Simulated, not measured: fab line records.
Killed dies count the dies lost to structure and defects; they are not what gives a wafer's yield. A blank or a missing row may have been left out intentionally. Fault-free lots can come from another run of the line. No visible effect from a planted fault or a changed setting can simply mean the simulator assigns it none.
Which tool is to blame?    flow sky130    12 lots with 34 wafers sampled at 4 steps, on a route of 708 steps

## WHAT THE GAUGES READ, wafer by wafer
SKY_NWELL_TW_MEAS_15.
lot   measured     on             NWELL_TW
L641  day 4 15:12  film_metro-04  1824 1822 1826
L642  day 4 21:02  film_metro-02  1814 1819 1829
L643  day 5 00:39  film_metro-02  1810 1804 1809
L644  day 5 05:00  film_metro-01  1839 1832 1842
L645  day 5 12:40  film_metro-02  1819 1803 1817
L649  day 6 10:45  film_metro-04  1839 1812 1824
L650  day 6 17:23  film_metro-04  1830 1822 1829
L651  day 7 00:32  film_metro-02  1832 1824 1834
L653  day 7 12:16  film_metro-04  1819 1832 1823
L654  day 7 21:51  film_metro-02  1825 1816 1815
L657  day 8 11:38  film_metro-01  1828 1826
L658  day 8 21:09  film_metro-01  1818 1821

SKY_VT_ADJUST_LVTN_TW_MEAS_10.
lot   measured      on             VT_ADJUST_LVTN_TW
L641  day 6 22:35   film_metro-02  240.2 240.3 239.0
L642  day 7 04:38   film_metro-03  244.5 245.4 243.9
L643  day 7 09:27   film_metro-01  243.7 243.9 244.7
L644  day 7 14:24   film_metro-02  243.4 242.4 242.3
L645  day 8 00:04   film_metro-02  241.5 241.0 241.8
L649  day 8 22:54   film_metro-02  242.2 241.1 242.2
L650  day 9 08:13   film_metro-02  240.7 240.8 240.1
L651  day 9 15:31   film_metro-01  243.1 245.0 244.3
L653  day 10 03:32  film_metro-03  244.8 244.2 244.0
L654  day 10 14:51  film_metro-02  242.3 242.5 241.5
L657  day 11 06:47  film_metro-03  231.9 245.9
L658  day 11 16:21  film_metro-03  231.8 242.4

## WHAT TOOL EACH LOT RAN ON (gives the tool, then ch and the chambers of the sampled wafers, and finally the start)
lot   SKY_DNWELL_STRIP_08                  SKY_VT_ADJUST_LVTN_IMPLANT_08
L641  plasma_asher-04 ch 0,1, day 3 05:49  implanter-03 ch 0, day 6 22:20
L642  plasma_asher-01 ch 0,1, day 3 11:47  implanter-02 ch 0, day 7 04:25
L643  plasma_asher-04 ch 0,1, day 3 14:30  implanter-04 ch 0, day 7 09:12
L644  plasma_asher-01 ch 0,1, day 3 18:13  implanter-04 ch 0, day 7 14:09
L645  plasma_asher-01 ch 0,1, day 4 00:42  implanter-03 ch 0, day 7 23:49
L649  plasma_asher-03 ch 0,1, day 4 22:07  implanter-03 ch 0, day 8 22:39
L650  plasma_asher-03 ch 0,1, day 5 04:01  implanter-03 ch 0, day 9 07:58
L651  plasma_asher-04 ch 0,1, day 5 10:34  implanter-03 ch 0, day 9 15:16
L653  plasma_asher-03 ch 0,1, day 5 20:33  implanter-03 ch 0, day 10 03:19
L654  plasma_asher-01 ch 0,1, day 6 05:37  implanter-03 ch 0, day 10 14:36
L657  plasma_asher-01 ch 0,1, day 6 18:48  implanter-03 ch 0, day 11 06:34
L658  plasma_asher-04 ch 0,1, day 7 03:28  implanter-03 ch 0, day 11 16:06
- SKY_DNWELL_STRIP_08: strips in O2/N2.
- SKY_VT_ADJUST_LVTN_IMPLANT_08

## AS READ BY THE TOOLS THEMSELVES (means over the sampled wafers that have a number; for cases with no such wafer, the mark the record gives instead)
SKY_DNWELL_STRIP_08.
lot   tool             drypump_motor_current_A (A)  n2_flow_sccm (sccm)  o2_flow_sccm (sccm)  oes_product_au (a.u.)  strip_time_to_endpoint_s (s)
L641  plasma_asher-04  6.31                         300.3                2998                 0.720                  36.86
L642  plasma_asher-01  5.99                         300.3                2999                 0.719                  37.11
L643  plasma_asher-04  6.29                         299.9                2998                 0.728                  36.86
L644  plasma_asher-01  6.03                         300.9                2997                 0.726                  36.66
L645  plasma_asher-01  6.21                         300.1                2993                 0.723                  37.04
L649  plasma_asher-03  6.11                         298.9                3000                 0.726                  36.93
L650  plasma_asher-03  6.03                         300.3                3002                 0.723                  37.03
L651  plasma_asher-04  6.30                         300.0                3005                 0.722                  36.98
L653  plasma_asher-03  6.10                         301.1                2998                 0.722                  36.84
L654  plasma_asher-01  6.18                         300.3                2998                 0.725                  36.93
L657  plasma_asher-01  6.08                         299.8                3002                 0.726                  36.79
L658  plasma_asher-04  6.29                         299.6                3006                 0.722                  37.05

## THE ANSWER, worked out from the rows above alone
Rule: the lots themselves supply what counts as usual. The widest of any qualifying gaps counts: lots, ordered by their means at a reading, are off when they make up no more than a third of the lots, leave a main group of 4 or more, and stand apart from it by 3 or more times the standard deviation of that group's means. If all means in a main group match to the digits the tables above print for the reading, that group is not used. A lot without any number at a reading at which 4 lots or more have one is off too. All remaining lots with rows at the step are treated as sound. First the gauges in route order, then the tools' own readings, where a lot's mean is used as printed above. At the first step where some lot is off, the reading lying furthest off is the one used; lots without a number count as furthest.
Nothing can be told from this: no lot is off at any reading shown.

## WHAT THE SIMULATOR HAD PUT IN
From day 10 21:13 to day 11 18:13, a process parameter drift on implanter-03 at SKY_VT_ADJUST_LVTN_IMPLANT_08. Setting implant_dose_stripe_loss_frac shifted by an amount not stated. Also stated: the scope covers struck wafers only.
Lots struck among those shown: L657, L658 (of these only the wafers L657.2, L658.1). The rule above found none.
